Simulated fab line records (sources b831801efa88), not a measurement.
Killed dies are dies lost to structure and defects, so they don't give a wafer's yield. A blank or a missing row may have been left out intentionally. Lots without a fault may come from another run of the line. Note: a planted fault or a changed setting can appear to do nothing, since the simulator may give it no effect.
fab line records -- flow sky130
[record] lots = 5, wafers = 23
route steps=708 shown CAPM@546 METAL3@558 METAL4@599 CAP2M@612 VIA4@639
start-h: hours from the record's opening day to when the first of the lot's shown wafers began -- wait-h: hours elapsed since this lot's preceding step -- " unchanged from the row above -- L1.1+2: a single row standing in for several wafers -- - either no value or no given start -- * or withheld: withheld -- < > ~ a bound
route shown NAME@n: NAME is a module with steps in the file, n the number in the route of the first one -- usual: mean/standard deviation of fault-free wafers -- same: alike in all rows -- chamber/n: place in a boat -- sites: readings site by site -- _std_site: the values' standard deviation -- _edge_site: mean of outer sites minus mean of inner sites -- radius-mm: how far each site lies from the wafer's centre -- mask NAME#n: copy n -- behind: the tool/chamber that last shaped the wafer -- hold: why the lot was held/for how many hours/how that ended -- device: the n, p or np transistor that did not switch -- end of line: the route-end tests of the same wafers -- a step with no rows: only its recipe -- killed: dies lost to structure and defects at the first sort, not the wafer's yield -- map: dies across one wafer; x = killed, . = not, _ = none there
set.NAME: the setting the step ran with; set.NAME@STEP: the setting that earlier step ran with -- model.NAME: the simulator's own value behind a step, which no gauge read
lots where settings were altered on purpose, with a table for each step and a row for each wafer
[[steps]]
[step SKY_CAPM_EXPOSE_09]
[recipe] mask-id = CAPM, na = 0.6, source-shape = conventional, sigma-outer = 0.6, polarization = unpolarized, target-cd-nm = 1000, dose-mj = 159
lot.wafer,tool,chamber,start-h,wait-h,mask,set.dose-mj
L074.1+2+3+5+6,iline-stepper-02,0,-,-,CAPM#0,159
L075.1+3,iline-stepper-01,0,-,-,CAPM#0,148.6
L075.4+5+6,iline-stepper-01,0,-,-,CAPM#0,159
L076.1+2+5,iline-stepper-02,0,-,-,CAPM#0,159
L083.1+2+3+4+5,iline-stepper-02,0,-,-,CAPM#0,159
L085.1+2,iline-stepper-01,0,-,-,CAPM#0,152.3
L085.3+4+6,iline-stepper-01,0,-,-,CAPM#0,159
[step SKY_CAPM_PEB_10]
[recipe] temp-c = withheld, time-s = *, resist = NOVOLAK
[step SKY_CAPM_DEVELOP_11]
[recipe] resist = NOVOLAK, developer = TMAH, develop-time-s = 60, dev-temp-c = 23
[step SKY_CAPM_METAL_ETCH_13]
[recipe] target-depth-nm = 220, stop-on = SiO2, chemistry = Cl2/BCl3, target = TiN, pressure-mtorr = 10, icp-w = 900, bias-w = 48.5, Cl2_flow_sccm = 60, bcl3-flow-sccm = 30, time-s = 62.9
lot.wafer,tool,chamber,start-h,wait-h,set.dose-mj@CAPM_EXPOSE_09,model.CAPM.cd-nm
L074.1+3,rie-metal-01,"1,0",870.33,0.0,159,1000
L074.2,rie-metal-01,0,870.33,0.0,159,999.4
L074.5,rie-metal-01,0,870.33,0.0,159,997.3
L074.6,rie-metal-01,1,870.33,0.0,159,999.6
L075.1,rie-metal-04,0,877.78,0.0,148.6,1016
L075.3,rie-metal-04,0,877.78,0.0,148.6,1015
L075.4,rie-metal-04,1,877.78,0.0,159,995.1
L075.5,rie-metal-04,1,877.78,0.0,159,997
L075.6,rie-metal-04,0,877.78,0.0,159,997.4
L076.1+5,rie-metal-04,"0,1",897.38,0.0,159,1002
L076.2,rie-metal-04,1,897.38,0.0,159,998.4
L083.1,rie-metal-01,0,946.09,0.0,159,1000
L083.2,rie-metal-01,1,946.09,0.0,159,998.7
L083.3,rie-metal-01,1,946.09,0.0,159,996.1
L083.4,rie-metal-01,0,946.09,0.0,159,998
L083.5,rie-metal-01,0,946.09,0.0,159,999.2
L085.1,rie-metal-01,1,961.49,0.0,152.3,1011
L085.2,rie-metal-01,0,961.49,0.0,152.3,1010
L085.3,rie-metal-01,0,961.49,0.0,159,1000
L085.4,rie-metal-01,1,961.49,0.0,159,998.6
L085.6,rie-metal-01,1,961.49,0.0,159,996.5
[step SKY_METAL3_COAT_08]
[recipe] resist = KrF-thick, spin-rpm = 3000, resist-thk-nm = 1140
lot.wafer,tool,chamber,start-h,wait-h,set.spin-rpm,model.KrF-thick_of_METAL3_COAT_08.thk-nm
L074.1,litho-track-02,0,-,-,2850,1174
L074.2,litho-track-02,0,-,-,2850,1171
L074.3,litho-track-02,0,-,-,3000,1143
L074.5+6,litho-track-02,0,-,-,3000,-
L075.1,litho-track-01,0,-,-,2792,1186
L075.3+4,litho-track-01,0,-,-,2792,1183
L075.5,litho-track-01,0,-,-,3000,1142
L075.6,litho-track-01,0,-,-,3000,1141
L076.1+2,litho-track-04,0,-,-,3000,1137
L076.5,litho-track-04,0,-,-,3000,1138
L083.1+3,litho-track-02,0,-,-,3218,1103
L083.2,litho-track-02,0,-,-,3218,-
L083.4,litho-track-02,0,-,-,3000,-
L083.5,litho-track-02,0,-,-,3000,1136
L085.1,litho-track-04,0,-,-,3000,-
L085.2,litho-track-04,0,-,-,3195,1107
L085.3,litho-track-04,0,-,-,3000,1145
L085.4,litho-track-04,0,-,-,3195,1106
L085.6,litho-track-04,0,-,-,3000,1140
[step SKY_METAL3_SOFTBAKE_09]
[recipe] temp-c = 100, time-s = 90, resist = KrF-thick
lot.wafer,tool,chamber,start-h,wait-h,set.temp-c,set.spin-rpm@METAL3_COAT_08,model.KrF-thick_of_METAL3_COAT_08.thk-nm
L074.1,litho-track-02,0,-,-,100,2850,1174
L074.2,litho-track-02,0,-,-,100,2850,1171
L074.3,litho-track-02,0,-,-,101.9,3000,1140
L074.5,litho-track-02,0,-,-,101.9,3000,-
L074.6,litho-track-02,0,-,-,100,3000,-
L075.1,litho-track-01,0,-,-,100,2792,1186
L075.3+4,litho-track-01,0,-,-,100,2792,1183
L075.5,litho-track-01,0,-,-,100,3000,1142
L075.6,litho-track-01,0,-,-,100,3000,1141
L076.1+2,litho-track-04,0,-,-,100,3000,1137
L076.5,litho-track-04,0,-,-,100,3000,1138
L083.1,litho-track-02,0,-,-,100,3218,1103
L083.2,litho-track-02,0,-,-,97.06,3218,-
L083.3,litho-track-02,0,-,-,97.06,3218,1103
L083.4,litho-track-02,0,-,-,97.06,3000,-
L083.5,litho-track-02,0,-,-,100,3000,1136
L085.1,litho-track-04,0,-,-,100,3000,-
L085.2,litho-track-04,0,-,-,102.5,3195,1104
L085.3,litho-track-04,0,-,-,100,3000,1145
L085.4,litho-track-04,0,-,-,102.5,3195,1102
L085.6,litho-track-04,0,-,-,102.5,3000,1137
[step SKY_METAL3_ETCH_17]
[recipe] target = SiO2, stop-on = TiN, chemistry = C4F8/O2/Ar, source-w = 1500, bias-w = 1200, pressure-mtorr = 40, c4f8-flow-sccm = withheld, O2_flow_sccm = 6, Ar_flow_sccm = 300, time-s = 3.9, target-depth-a = 150
lot.wafer,tool,chamber,start-h,wait-h,set.bias-w
L074.1+3+6,rie-diel-01,"2,3,2",896.98,0.1,1200
L074.2+5,rie-diel-01,"1,3",896.98,0.1,1157
L075.1+4+6,rie-diel-04,"2,1,3",904.58,0.1,1302
L075.3+5,rie-diel-04,"3,2",904.58,0.1,1200
L076.1+2+5,rie-diel-02,"0,2,2",923.34,0.1,1200
L083.1+2+3+4+5,rie-diel-02,"2,1,3,0,3",971.44,0.1,1200
L085.1+2+3,rie-diel-02,"0,3,2",986.56,0.1,1097
L085.4+6,rie-diel-02,"1,3",986.56,0.1,1200
[step SKY_METAL3_METAL_ETCH_18]
[recipe] target-depth-a = 8450, stop-on = SiO2, over-etch-frac = 0.3, time-s = 183.1, chemistry = Cl2/BCl3, resist-sidewall-deg = 88, pressure-mtorr = 10, icp-w = 900, bias-w = 48.5, Cl2_flow_sccm = 60, bcl3-flow-sccm = 30
lot.wafer,tool,chamber,start-h,wait-h,set.spin-rpm@METAL3_COAT_08,model.KrF-thick_of_METAL3_COAT_08.thk-nm
L074.1,rie-metal-03,1,897.00,0.0,2850,548.3
L074.2,rie-metal-03,0,897.00,0.0,2850,557.7
L074.3,rie-metal-03,0,897.00,0.0,3000,528.3
L074.5+6,rie-metal-03,"0,1",897.00,0.0,3000,-
L075.1,rie-metal-01,1,904.60,0.0,2792,589.4
L075.3,rie-metal-01,0,904.60,0.0,2792,579.7
L075.4,rie-metal-01,1,904.60,0.0,2792,577.5
L075.5,rie-metal-01,1,904.60,0.0,3000,541.3
L075.6,rie-metal-01,0,904.60,0.0,3000,543.2
L076.1,rie-metal-02,1,923.36,0.0,3000,534.2
L076.2,rie-metal-02,0,923.36,0.0,3000,522.2
L076.5,rie-metal-02,0,923.36,0.0,3000,523.7
L083.1,rie-metal-01,1,971.46,0.0,3218,495.9
L083.2,rie-metal-01,0,971.46,0.0,3218,-
L083.3,rie-metal-01,0,971.46,0.0,3218,498.1
L083.4,rie-metal-01,1,971.46,0.0,3000,-
L083.5,rie-metal-01,0,971.46,0.0,3000,525.8
L085.1,rie-metal-01,1,986.58,0.0,3000,-
L085.2,rie-metal-01,0,986.58,0.0,3195,500.7
L085.3,rie-metal-01,1,986.58,0.0,3000,543.7
L085.4,rie-metal-01,0,986.58,0.0,3195,501.7
L085.6,rie-metal-01,1,986.58,0.0,3000,543.9
[step SKY_METAL3_STRIP_19]
[recipe] chemistry = O2/N2, power-w = 1400, pressure-mtorr = 1500, platen-temp-c = withheld, o2-flow-sccm = 3000, n2-flow-sccm = 300, overash-fraction = 0.5
[usual] strip-time-to-endpoint-s = 6.60/0.096
lot.wafer,tool,chamber,start-h,wait-h,set.spin-rpm@METAL3_COAT_08,strip-time-to-endpoint-s
L074.1,plasma-asher-02,0,897.17,0.1,2850,6.77
L074.2,plasma-asher-02,1,897.17,0.1,2850,6.84
L074.3,plasma-asher-02,0,897.17,0.1,3000,6.56
L074.5,plasma-asher-02,0,897.17,0.1,3000,6.56
L074.6,plasma-asher-02,1,897.17,0.1,3000,6.39
L075.1,plasma-asher-02,1,904.77,0.1,2792,7.14
L075.3,plasma-asher-02,1,904.77,0.1,2792,7.05
L075.4,plasma-asher-02,0,904.77,0.1,2792,7.04
L075.5,plasma-asher-02,0,904.77,0.1,3000,6.68
L075.6,plasma-asher-02,1,904.77,0.1,3000,6.72
L076.1,plasma-asher-03,0,923.54,0.1,3000,6.61
L076.2,plasma-asher-03,1,923.54,0.1,3000,6.49
L076.5,plasma-asher-03,0,923.54,0.1,3000,6.52
L083.1,plasma-asher-01,0,971.64,0.1,3218,6.25
L083.2,plasma-asher-01,1,971.64,0.1,3218,6.26
L083.3,plasma-asher-01,0,971.64,0.1,3218,6.25
L083.4,plasma-asher-01,1,971.64,0.1,3000,6.65
L083.5,plasma-asher-01,1,971.64,0.1,3000,6.55
L085.1,plasma-asher-03,1,986.76,0.1,3000,6.77
L085.2,plasma-asher-03,0,986.76,0.1,3195,6.27
L085.3,plasma-asher-03,0,986.76,0.1,3000,6.71
L085.4,plasma-asher-03,1,986.76,0.1,3195,6.29
L085.6,plasma-asher-03,1,986.76,0.1,3000,6.71
[step SKY_METAL4_SPUTTER_01]
[recipe] material = TiN, target-thk-nm = 20, power-w = 6500, time-s = 16.7, chamber-pressure-pa = 0.4
lot.wafer,tool,chamber,start-h,wait-h,set.time-s,model.TiN_of_METAL4_SPUTTER_01.thk-nm
L074.1,pvd-sputter-04,-,925.01,0.0,15.24,18.62
L074.2,pvd-sputter-04,-,925.01,0.0,16.7,20.35
L074.3,pvd-sputter-04,-,925.01,0.0,15.24,18.39
L074.5,pvd-sputter-04,-,925.01,0.0,16.7,20.15
L074.6,pvd-sputter-04,-,925.01,0.0,16.7,20.11
L075.1+4,pvd-sputter-02,-,932.63,0.0,16.7,19.98
L075.3,pvd-sputter-02,-,932.63,0.0,17.51,21.06
L075.5,pvd-sputter-02,-,932.63,0.0,16.7,20.16
L075.6,pvd-sputter-02,-,932.63,0.0,17.51,20.95
L076.1,pvd-sputter-02,-,950.73,0.0,16.7,19.88
L076.2,pvd-sputter-02,-,950.73,0.0,16.7,19.61
L076.5,pvd-sputter-02,-,950.73,0.0,16.7,19.43
L083.1,pvd-sputter-02,-,998.58,0.0,15.71,19.03
L083.2,pvd-sputter-02,-,998.58,0.0,16.7,20.3
L083.3,pvd-sputter-02,-,998.58,0.0,16.7,20.47
L083.4,pvd-sputter-02,-,998.58,0.0,15.71,18.86
L083.5,pvd-sputter-02,-,998.58,0.0,15.71,18.9
L085.1,pvd-sputter-02,-,1015.22,0.0,16.7,19.45
L085.2,pvd-sputter-02,-,1015.22,0.0,16.7,19.91
L085.3,pvd-sputter-02,-,1015.22,0.0,16.7,19.8
L085.4,pvd-sputter-02,-,1015.22,0.0,16.7,20.18
L085.6,pvd-sputter-02,-,1015.22,0.0,16.7,19.81
[step SKY_CAP2M_EXPOSE_09]
[recipe] mask-id = CAP2M, na = 0.6, source-shape = conventional, sigma-outer = 0.6, polarization = unpolarized, target-cd-nm = 1000, dose-mj = 159
lot.wafer,tool,chamber,start-h,wait-h,mask,set.dose-mj
L074.1+3+6,iline-stepper-01,0,-,-,CAP2M#0,159
L074.2+5,iline-stepper-01,0,-,-,CAP2M#0,168.4
L075.1+3+4,iline-stepper-02,0,-,-,CAP2M#0,169.7
L075.5+6,iline-stepper-02,0,-,-,CAP2M#0,159
L076.1+2+5,iline-stepper-02,0,-,-,CAP2M#0,159
L083.1+2,iline-stepper-02,0,-,-,CAP2M#0,162.1
L083.3+4+5,iline-stepper-02,0,-,-,CAP2M#0,159
L085.1+3+4,iline-stepper-01,0,-,-,CAP2M#0,147.4
L085.2+6,iline-stepper-01,0,-,-,CAP2M#0,159
[step SKY_CAP2M_PEB_10]
[recipe] temp-c = withheld, time-s = *, resist = NOVOLAK
[step SKY_CAP2M_DEVELOP_11]
[recipe] resist = NOVOLAK, developer = TMAH, develop-time-s = 60, dev-temp-c = 23
[step SKY_CAP2M_METAL_ETCH_13]
[recipe] target-depth-nm = 220, stop-on = SiO2, chemistry = Cl2/BCl3, target = TiN, pressure-mtorr = 10, icp-w = 900, bias-w = 48.5, Cl2_flow_sccm = 60, bcl3-flow-sccm = 30, time-s = 62.9
lot.wafer,tool,chamber,start-h,wait-h,set.dose-mj@CAP2M_EXPOSE_09,model.CAP2M.cd-nm
L074.1,rie-metal-04,0,949.71,0.0,159,1001
L074.2,rie-metal-04,1,949.71,0.0,168.4,984.5
L074.3+6,rie-metal-04,1,949.71,0.0,159,1003
L074.5,rie-metal-04,0,949.71,0.0,168.4,984.8
L075.1,rie-metal-02,1,957.46,0.0,169.7,980.9
L075.3,rie-metal-02,1,957.46,0.0,169.7,983
L075.4,rie-metal-02,1,957.46,0.0,169.7,980.3
L075.5,rie-metal-02,1,957.46,0.0,159,1000
L075.6,rie-metal-02,1,957.46,0.0,159,999.4
L076.1,rie-metal-03,1,975.62,0.0,159,994.3
L076.2,rie-metal-03,0,975.62,0.0,159,993.3
L076.5,rie-metal-03,1,975.62,0.0,159,996.3
L083.1,rie-metal-03,1,1021.87,0.0,162.1,993.3
L083.2,rie-metal-03,0,1021.87,0.0,162.1,991.8
L083.3,rie-metal-03,0,1021.87,0.0,159,997.7
L083.4,rie-metal-03,1,1021.87,0.0,159,1002
L083.5,rie-metal-03,1,1021.87,0.0,159,999.8
L085.1+4,rie-metal-02,"0,1",1037.81,0.0,147.4,1022
L085.2,rie-metal-02,1,1037.81,0.0,159,999.2
L085.3,rie-metal-02,0,1037.81,0.0,147.4,1023
L085.6,rie-metal-02,1,1037.81,0.0,159,1001
[step SKY_METAL4_METAL_ETCH_18]
[recipe] target-depth-a = 8450, stop-on = SiO2, over-etch-frac = 0.3, time-s = 183.1, chemistry = Cl2/BCl3, resist-sidewall-deg = 88, pressure-mtorr = 10, icp-w = 900, bias-w = 48.5, Cl2_flow_sccm = 60, bcl3-flow-sccm = 30
lot.wafer,tool,chamber,start-h,wait-h,set.bias-w,model.KrF-thick_of_METAL4_COAT_08.thk-nm
L074.1,rie-metal-01,0,975.66,0.0,48.5,-
L074.2,rie-metal-01,1,975.66,0.0,48.5,541.4
L074.3,rie-metal-01,0,975.66,0.0,45.7,-
L074.5,rie-metal-01,1,975.66,0.0,45.7,552.8
L074.6,rie-metal-01,0,975.66,0.0,45.7,549.7
L075.1,rie-metal-02,0,982.36,0.0,48.5,529.4
L075.3,rie-metal-02,0,982.36,0.0,48.5,527.9
L075.4,rie-metal-02,0,982.36,0.0,48.5,536.8
L075.5,rie-metal-02,0,982.36,0.0,48.5,534.7
L075.6,rie-metal-02,0,982.36,0.0,48.5,530.3
L076.1,rie-metal-01,0,999.66,0.0,48.5,524.3
L076.2,rie-metal-01,1,999.66,0.0,48.5,523.6
L076.5,rie-metal-01,1,999.66,0.0,48.5,525.2
L083.1,rie-metal-02,0,1044.96,0.0,43.06,-
L083.2,rie-metal-02,1,1044.96,0.0,43.06,545.5
L083.3,rie-metal-02,0,1044.96,0.0,43.06,544.3
L083.4+5,rie-metal-02,"1,0",1044.96,0.0,48.5,-
L085.1,rie-metal-02,0,1060.98,0.0,48.5,520.2
L085.2,rie-metal-02,1,1060.98,0.0,44.41,541.3
L085.3,rie-metal-02,1,1060.98,0.0,44.41,543.7
L085.4,rie-metal-02,0,1060.98,0.0,44.41,540.7
L085.6,rie-metal-02,0,1060.98,0.0,48.5,525.5
[step SKY_METAL4_STRIP_19]
[recipe] chemistry = O2/N2, power-w = 1400, pressure-mtorr = 1500, platen-temp-c = withheld, o2-flow-sccm = 3000, n2-flow-sccm = 300, overash-fraction = 0.5
[usual] strip-time-to-endpoint-s = 6.55/0.08
lot.wafer,tool,chamber,start-h,wait-h,set.bias-w@METAL4_METAL_ETCH_18,strip-time-to-endpoint-s
L074.1,plasma-asher-03,1,975.84,0.1,48.5,6.60
L074.2,plasma-asher-03,0,975.84,0.1,48.5,6.67
L074.3,plasma-asher-03,0,975.84,0.1,45.7,6.74
L074.5,plasma-asher-03,1,975.84,0.1,45.7,6.80
L074.6,plasma-asher-03,0,975.84,0.1,45.7,6.76
L075.1,plasma-asher-02,1,982.72,0.3,48.5,6.56
L075.3,plasma-asher-02,0,982.72,0.3,48.5,6.55
L075.4,plasma-asher-02,1,982.72,0.3,48.5,6.64
L075.5,plasma-asher-02,1,982.72,0.3,48.5,6.61
L075.6,plasma-asher-02,0,982.72,0.3,48.5,6.57
L076.1,plasma-asher-04,0,999.84,0.1,48.5,6.50
L076.2,plasma-asher-04,1,999.84,0.1,48.5,6.48
L076.5,plasma-asher-04,0,999.84,0.1,48.5,6.50
L083.1,plasma-asher-03,1,1045.14,0.1,43.06,6.77
L083.2,plasma-asher-03,0,1045.14,0.1,43.06,6.71
L083.3,plasma-asher-03,0,1045.14,0.1,43.06,6.70
L083.4,plasma-asher-03,1,1045.14,0.1,48.5,6.47
L083.5,plasma-asher-03,1,1045.14,0.1,48.5,6.48
L085.1,plasma-asher-03,1,1061.16,0.1,48.5,6.49
L085.2,plasma-asher-03,0,1061.16,0.1,44.41,6.67
L085.3,plasma-asher-03,0,1061.16,0.1,44.41,6.71
L085.4,plasma-asher-03,1,1061.16,0.1,44.41,6.66
L085.6,plasma-asher-03,1,1061.16,0.1,48.5,6.53
[step SKY_VIA4_HDPCVD_00]
[recipe] material = SiO2, target-thk-nm = 1750, sigma-open-frac = 0.3, time-s = 291.7, temp-c = 400, sih4-flow-sccm = 60, pressure-mtorr = 6
lot.wafer,tool,chamber,start-h,wait-h,set.sih4-flow-sccm,model.SiO2_of_VIA4_HDPCVD_00.thk-nm
L074.1,hdpcvd-01,1,976.96,0.0,60,1718
L074.2,hdpcvd-01,0,976.96,0.0,62.47,1777
L074.3,hdpcvd-01,2,976.96,0.0,60,1733
L074.5,hdpcvd-01,2,976.96,0.0,62.47,1818
L074.6,hdpcvd-01,0,976.96,0.0,62.47,1785
L075.1,hdpcvd-01,1,983.35,0.0,51.04,1467
L075.3+5,hdpcvd-01,"0,1",983.35,0.0,51.04,-
L075.4,hdpcvd-01,0,983.35,0.0,60,-
L075.6,hdpcvd-01,2,983.35,0.0,60,1754
L076.1+5,hdpcvd-01,"0,2",1000.47,0.0,60,1757
L076.2,hdpcvd-01,1,1000.47,0.0,60,1760
L083.1,hdpcvd-01,0,1045.75,0.0,60,1731
L083.2,hdpcvd-01,2,1045.75,0.0,56.33,-
L083.3,hdpcvd-01,1,1045.75,0.0,60,-
L083.4,hdpcvd-01,2,1045.75,0.0,60,1772
L083.5,hdpcvd-01,1,1045.75,0.0,56.33,1652
L085.1+4,hdpcvd-01,"2,0",1061.83,0.0,57.13,-
L085.2,hdpcvd-01,0,1061.83,0.0,60,-
L085.3,hdpcvd-01,1,1061.83,0.0,60,1770
L085.6,hdpcvd-01,2,1061.83,0.0,60,1766
[step SKY_VIA4_THK_MEAS_01]
[recipe] reads = SiO2_of_VIA4_HDPCVD_00
[usual] VIA4_HDPCVD_THK = 1748/18
lot.wafer,tool,chamber,start-h,wait-h,set.sih4-flow-sccm@VIA4_HDPCVD_00,VIA4_HDPCVD_THK[nm]
L074.1,film-metro-01,-,977.13,0.1,60,1718
L074.2,film-metro-01,-,977.13,0.1,62.47,1777
L074.3,film-metro-01,-,977.13,0.1,60,1733
L074.5,film-metro-01,-,977.13,0.1,62.47,1819
L074.6,film-metro-01,-,977.13,0.1,62.47,1783
L075.1,film-metro-03,-,983.53,0.1,51.04,1467
L075.3,film-metro-03,-,983.53,0.1,51.04,1496
L075.4,film-metro-03,-,983.53,0.1,60,1750
L075.5,film-metro-03,-,983.53,0.1,51.04,1487
L075.6,film-metro-03,-,983.53,0.1,60,1753
L076.1,film-metro-02,-,1000.65,0.1,60,1758
L076.2,film-metro-02,-,1000.65,0.1,60,1761
L076.5,film-metro-02,-,1000.65,0.1,60,1757
L083.1,film-metro-02,-,1045.93,0.1,60,1731
L083.2,film-metro-02,-,1045.93,0.1,56.33,1649
L083.3,film-metro-02,-,1045.93,0.1,60,1756
L083.4,film-metro-02,-,1045.93,0.1,60,1771
L083.5,film-metro-02,-,1045.93,0.1,56.33,1652
L085.1,film-metro-03,-,1062.01,0.1,57.13,1668
L085.2,film-metro-03,-,1062.01,0.1,60,1771
L085.3,film-metro-03,-,1062.01,0.1,60,1771
L085.4,film-metro-03,-,1062.01,0.1,57.13,1676
L085.6,film-metro-03,-,1062.01,0.1,60,1765
[step SKY_VIA4_EXPOSE_08]
[recipe] mask-id = VIM4, na = 0.6, source-shape = conventional, sigma-outer = 0.6, polarization = unpolarized, target-cd-nm = 800, dose-mj = 132
lot.wafer,tool,chamber,start-h,wait-h,mask,set.dose-mj
L074.1+2+3+5+6,iline-stepper-02,0,-,-,VIM4#0,132
L075.1+3,iline-stepper-01,0,-,-,VIM4#0,132
L075.4+5+6,iline-stepper-01,0,-,-,VIM4#0,125.4
L076.1+2+5,iline-stepper-02,0,-,-,VIM4#0,132
L083.1+2+5,iline-stepper-02,0,-,-,VIM4#0,136.7
L083.3+4,iline-stepper-02,0,-,-,VIM4#0,132
L085.1+2+6,iline-stepper-01,0,-,-,VIM4#0,132
L085.3+4,iline-stepper-01,0,-,-,VIM4#0,124.4
[step SKY_VIA4_PEB_09]
[recipe] temp-c = withheld, time-s = *, resist = NOVOLAK
[step SKY_VIA4_DEVELOP_10]
[recipe] resist = NOVOLAK, developer = TMAH, develop-time-s = 60, dev-temp-c = 24.02
lot.wafer,tool,chamber,start-h,wait-h,set.dose-mj@VIA4_EXPOSE_08,model.VIA4.cd-nm
L074.1,litho-track-04,0,1000.39,0.1,132,797.4
L074.2,litho-track-04,0,1000.39,0.1,132,797.6
L074.3,litho-track-04,0,1000.39,0.1,132,797.5
L074.5,litho-track-04,0,1000.39,0.1,132,796.9
L074.6,litho-track-04,0,1000.39,0.1,132,796.5
L075.1,litho-track-02,0,1007.06,0.1,132,798.5
L075.3,litho-track-02,0,1007.06,0.1,132,798.1
L075.4,litho-track-02,0,1007.06,0.1,125.4,782.2
L075.5,litho-track-02,0,1007.06,0.1,125.4,783.7
L075.6,litho-track-02,0,1007.06,0.1,125.4,781.4
L076.1,litho-track-01,0,1022.29,0.1,132,796.6
L076.2,litho-track-01,0,1022.29,0.1,132,795.6
L076.5,litho-track-01,0,1022.29,0.1,132,798.2
L083.1,litho-track-01,0,1067.44,0.1,136.7,810.2
L083.2,litho-track-01,0,1067.44,0.1,136.7,808
L083.3,litho-track-01,0,1067.44,0.1,132,799
L083.4,litho-track-01,0,1067.44,0.1,132,799.3
L083.5,litho-track-01,0,1067.44,0.1,136.7,808.2
L085.1,litho-track-04,0,1082.84,0.1,132,794.1
L085.2,litho-track-04,0,1082.84,0.1,132,796.6
L085.3,litho-track-04,0,1082.84,0.1,124.4,778.9
L085.4,litho-track-04,0,1082.84,0.1,124.4,780.6
L085.6,litho-track-04,0,1082.84,0.1,132,795.1
[[key]]
[split] step = SKY_CAPM_EXPOSE_09, setting = dose-mj, stated = 159, by = wafer
[response] step = SKY_CAPM_METAL_ETCH_13, reading = model.CAPM.cd-nm, change = -2.91, per = 1%, r = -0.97
[split] step = SKY_METAL3_COAT_08, setting = spin-rpm, stated = 3000, by = wafer
[response] step = SKY_METAL3_COAT_08, reading = model.KrF-thick_of_METAL3_COAT_08.thk-nm, change = -5.56, per = 1%, r = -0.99
[response] step = SKY_METAL3_SOFTBAKE_09, reading = model.KrF-thick_of_METAL3_COAT_08.thk-nm, change = -5.7, per = 1%, r = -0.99
[response] step = SKY_METAL3_METAL_ETCH_18, reading = model.KrF-thick_of_METAL3_COAT_08.thk-nm, change = -5.47, per = 1%, r = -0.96
[response] step = SKY_METAL3_STRIP_19, reading = strip-time-to-endpoint-s, change = *, per = 1%, r = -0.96
[split] step = SKY_METAL3_SOFTBAKE_09, setting = temp-c, stated = 100, by = wafer
response none clear
[split] step = SKY_METAL3_ETCH_17, setting = bias-w, stated = 1200, by = wafer
response none clear
[split] step = SKY_METAL4_SPUTTER_01, setting = time-s, stated = 16.7, by = wafer
[response] step = SKY_METAL4_SPUTTER_01, reading = model.TiN_of_METAL4_SPUTTER_01.thk-nm, change = +0.209, per = 1%, r = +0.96
[split] step = SKY_CAP2M_EXPOSE_09, setting = dose-mj, stated = 159, by = wafer
[response] step = SKY_CAP2M_METAL_ETCH_13, reading = model.CAP2M.cd-nm, change = -2.95, per = 1%, r = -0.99
[split] step = SKY_METAL4_METAL_ETCH_18, setting = bias-w, stated = 48.5, by = wafer
[response] step = SKY_METAL4_METAL_ETCH_18, reading = model.KrF-thick_of_METAL4_COAT_08.thk-nm, change = -2.14, per = 1%, r = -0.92
[response] step = SKY_METAL4_STRIP_19, reading = strip-time-to-endpoint-s, change = *, per = 1%, r = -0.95
[split] step = SKY_VIA4_HDPCVD_00, setting = sih4-flow-sccm, stated = 60, by = wafer
[response] step = SKY_VIA4_HDPCVD_00, reading = model.SiO2_of_VIA4_HDPCVD_00.thk-nm, change = +18.4, per = 1%, r = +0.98
[response] step = SKY_VIA4_THK_MEAS_01, reading = VIA4_HDPCVD_THK, change = +17.9, per = 1%, r = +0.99
[split] step = SKY_VIA4_EXPOSE_08, setting = dose-mj, stated = 132, by = wafer
[response] step = SKY_VIA4_DEVELOP_10, reading = model.VIA4.cd-nm, change = +2.86, per = 1%, r = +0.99
